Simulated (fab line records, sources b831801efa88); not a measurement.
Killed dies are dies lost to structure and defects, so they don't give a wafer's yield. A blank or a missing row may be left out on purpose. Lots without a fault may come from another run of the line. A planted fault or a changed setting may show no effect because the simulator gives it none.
A struck lot beside a sound one | flow sfq_line | 42 steps out of a route of 325
Sound: wafers L181.2, L181.4, L181.6. Struck: wafers L192.1, L192.5, L192.6. The cause comes at the end.
At each step with rows: each side's tool, then ch and its chambers, then its first start. Under that, the readings that differ: sound wafers | struck wafers | difference of the means | sigmas: that difference in standard deviations of wafers without a fault.
alike: readings whose means differ by less than 2 such deviations, and words and numbers that are the same on both sides. not compared: withheld readings, readings that some wafer has no value for, bounds like >300 that may hide the same value, and numbers for which the record gives no deviation and whose values overlap.
The two part at a step that has a row with sigmas, a row that says differs or no value, or rows on one side only. Numbers that don't overlap but have no deviation are shown without sigmas and don't part them. A reading that every wafer of one side lacks parts them only if that side has two wafers or more.

first, 7 steps without rows for these wafers: SFQ_TRILAYER_I4_VIA_STRIP_STRIP_107 (strips in O2); SFQ_TRILAYER_I4_VIA_STRIP_SOLV_CLEAN_108 (cleans in NMP, time 600 s); SFQ_TRILAYER_JJ_TRILAYER_DEP_PRE_CLEAN_113 (time 22.5 s); SFQ_TRILAYER_JJ_TRILAYER_DEP_SPUTTER_109 (material Nb, target thk 150 nm, time 100 s); SFQ_TRILAYER_JJ_TRILAYER_DEP_SPUTTER_110 (material Al, target thk 8 nm, time 10 s); SFQ_TRILAYER_JJ_TRILAYER_DEP_AL_OXIDATION_111 (oxidation time 600 s); SFQ_TRILAYER_JJ_TRILAYER_DEP_SPUTTER_112 (material Nb, target thk 170 nm, time 113.3 s).
SFQ_JJ_RS_MEAS_929: measures by four-point-probe.
  sound on film_metro-03, day 62 10:31; struck on film_metro-01, day 67 16:49
  alike: JJ_NB_RS
then, 3 steps without rows for these wafers: SFQ_TRILAYER_JJ_CE_LITHO_COAT_119 (resist thk 62 nm); SFQ_TRILAYER_JJ_CE_LITHO_COAT_114 (resist thk 600 nm); SFQ_TRILAYER_JJ_CE_LITHO_SOFTBAKE_118.
SFQ_TRILAYER_JJ_CE_LITHO_EXPOSE_115: exposes mask J5, target cd 700 nm.
  sound on krf_scanner-01 ch 0, day 65 20:33; struck on krf_scanner-02 ch 0, day 67 21:47
  alike: mask
then, 2 steps without rows for these wafers: SFQ_TRILAYER_JJ_CE_LITHO_PEB_117 (peb time 60 s); SFQ_TRILAYER_JJ_CE_LITHO_DEVELOP_116 (time 60 s).
SFQ_JJ_OVL_MEAS_931:
  sound on overlay-01, day 65 21:51; struck on overlay-01, day 67 23:17
  reading     | sound    | struck   | difference | sigmas
  J5_OVL (nm) | 17 18 13 | -10 0 -1 | -20        | -3
SFQ_TRILAYER_JJ_CE_METRO_MEASURE_117:
  sound on cd_sem-01, day 65 22:05; struck on cd_sem-02, day 68 00:42
  reading    | sound             | struck            | difference | sigmas
  cd_nm (nm) | 699.7 699.5 699.3 | 683.1 688.1 678.1 | -16.4      | -15
SFQ_TRILAYER_JJ_CE_BARC_OPEN_RIE_150: chemistry O2, target BARC, target depth 240 nm, time 80 s.
  sound on rie_metal-02 ch 0,1, day 65 23:05; struck on rie_metal-02 ch 0,1, day 68 06:45
  reading             | sound             | struck            | difference | sigmas
  model.JJ.cd_nm (nm) | 698.3 699.5 700.8 | 684.6 688.3 678.8 | -15.6      |
  alike: bias_w, drypump_motor_current_A, oes_product_au
  not compared: rf_hours_counter_h
SFQ_TRILAYER_JJ_CE_ETCH_RIE_118: chemistry SF6, target Nb, stops on Al2O3, time 97.7 s, target depth 170 nm.
  sound on rie_metal-02 ch 0,1, day 65 23:10; struck on rie_metal-02 ch 0,1, day 68 06:50
  reading             | sound             | struck            | difference | sigmas
  model.JJ.cd_nm (nm) | 698.8 698.5 699.5 | 685.9 687.7 679.5 | -14.6      |
  alike: bias_w, drypump_motor_current_A, oes_product_au
  not compared: rf_hours_counter_h
then, 1 step without rows for these wafers: SFQ_TRILAYER_JJ_ANODIZE_ANODIZE_119.
SFQ_TRILAYER_JJ_CE_STRIP_STRIP_120: strips in O2.
  sound on rie_metal-02 ch 0,1, day 65 23:47; struck on rie_metal-02 ch 0,1, day 68 08:10
  alike: drypump_motor_current_A, oes_product_au
  not compared: rf_hours_counter_h
then, 7 steps without rows for these wafers: SFQ_TRILAYER_JJ_CE_STRIP_SOLV_CLEAN_121 (cleans in NMP, time 600 s); SFQ_TRILAYER_M5_LITHO_COAT_128 (resist thk 62 nm); SFQ_TRILAYER_M5_LITHO_COAT_123 (resist thk 600 nm); SFQ_TRILAYER_M5_LITHO_SOFTBAKE_127; SFQ_TRILAYER_M5_LITHO_EXPOSE_124 (exposes mask M5, target cd 700 nm); SFQ_TRILAYER_M5_LITHO_PEB_126 (peb time 60 s); SFQ_TRILAYER_M5_LITHO_DEVELOP_125 (time 60 s).
-- the record jumps here: 4 days lie between the struck wafers' starts before and after --
SFQ_M5_OVL_MEAS_932:
  sound on overlay-02, day 69 14:00; struck on overlay-02, day 72 00:34
  alike: M5_OVL
then, 4 steps without rows for these wafers: SFQ_TRILAYER_M5_BARC_OPEN_METAL_ETCH_161 (etches BARC in O2, target depth 125 nm, time 41.7 s); SFQ_TRILAYER_M5_ETCH_METAL_ETCH_126 (etches Nb in Cl2/BCl3, stops on SiO2, time 203.2 s, target depth 265 nm); SFQ_TRILAYER_M5_STRIP_STRIP_127 (strips in O2); SFQ_TRILAYER_M5_STRIP_SOLV_CLEAN_128 (cleans in NMP, time 600 s).
SFQ_TRILAYER_A5B_DEP_PECVD_129: deposits SiO2 from SiH4/N2O, time 133.33 s, target thk 600 nm.
  sound on pecvd-04 ch 0,1,2, day 69 15:04; struck on pecvd-03 ch 0,1,2, day 72 01:38
  alike: heater_power_w, susceptor_temp_C, throttle_valve_pct
SFQ_TRILAYER_A5B_CMP_CMP_130: polishes, stops on Nb, target thk 340.7 nm.
  sound on cmp-01 ch 2,3, day 69 17:04; struck on cmp-02 ch 0,1, day 72 01:44
  alike: motor_current_A, platen_rpm
SFQ_TRILAYER_A5B_METRO_MEASURE_131:
  sound on film_metro-02, day 69 20:21; struck on film_metro-04, day 72 04:44
  reading     | sound       | struck      | difference | sigmas
  thk_nm (nm) | 335 341 332 | 350 343 357 | +14        | +2
then, 1 step without rows for these wafers: SFQ_TRILAYER_R5_DEP_SPUTTER_132 (material Ti, target thk 5 nm, time 5 s).
SFQ_TRILAYER_R5_DEP_SPUTTER_133: material MoNx, target thk 40 nm, time 66.7 s.
  sound on pvd_sputter-06, day 69 21:22; struck on pvd_sputter-05, day 72 05:57
  alike: throttle_valve_pct
then, 1 step without rows for these wafers: SFQ_TRILAYER_R5_DEP_SPUTTER_134 (material Ti, target thk 5 nm, time 5 s).
SFQ_R5_RS_MEAS_933: measures by four-point-probe.
  sound on film_metro-01, day 69 21:28; struck on film_metro-02, day 72 06:01
  alike: R5_MONX_RS
SFQ_R5_THK_MEAS_934: measures by xrf.
  sound on film_metro-01, day 69 21:35; struck on film_metro-02, day 72 06:08
  alike: R5_MONX_THK
then, 1 step without rows for these wafers: SFQ_TRILAYER_R5_LITHO_COAT_141 (resist thk 62 nm).
-- the record jumps here: 29 days lie between the struck wafers' starts before and after --
SFQ_M8_BOW_MEAS_951:
  sound on film_metro-01, day 95 15:08; struck on film_metro-01, day 101 02:56
  reading                | sound               | struck               | difference | sigmas
  model.etest.jj.g_times | 0.996 0.9953 0.9982 | 0.9596 0.9648 0.9417 | -0.0411    |
  alike: M8_BOW

WHERE THEY PART
First at SFQ_JJ_OVL_MEAS_931; last, within this record, at SFQ_TRILAYER_A5B_METRO_MEASURE_131. Later steps at which nothing parts them and some readings are alike: SFQ_TRILAYER_R5_DEP_SPUTTER_133, SFQ_R5_RS_MEAS_933, SFQ_R5_THK_MEAS_934, SFQ_M8_BOW_MEAS_951.

WHY: what the simulator had put in
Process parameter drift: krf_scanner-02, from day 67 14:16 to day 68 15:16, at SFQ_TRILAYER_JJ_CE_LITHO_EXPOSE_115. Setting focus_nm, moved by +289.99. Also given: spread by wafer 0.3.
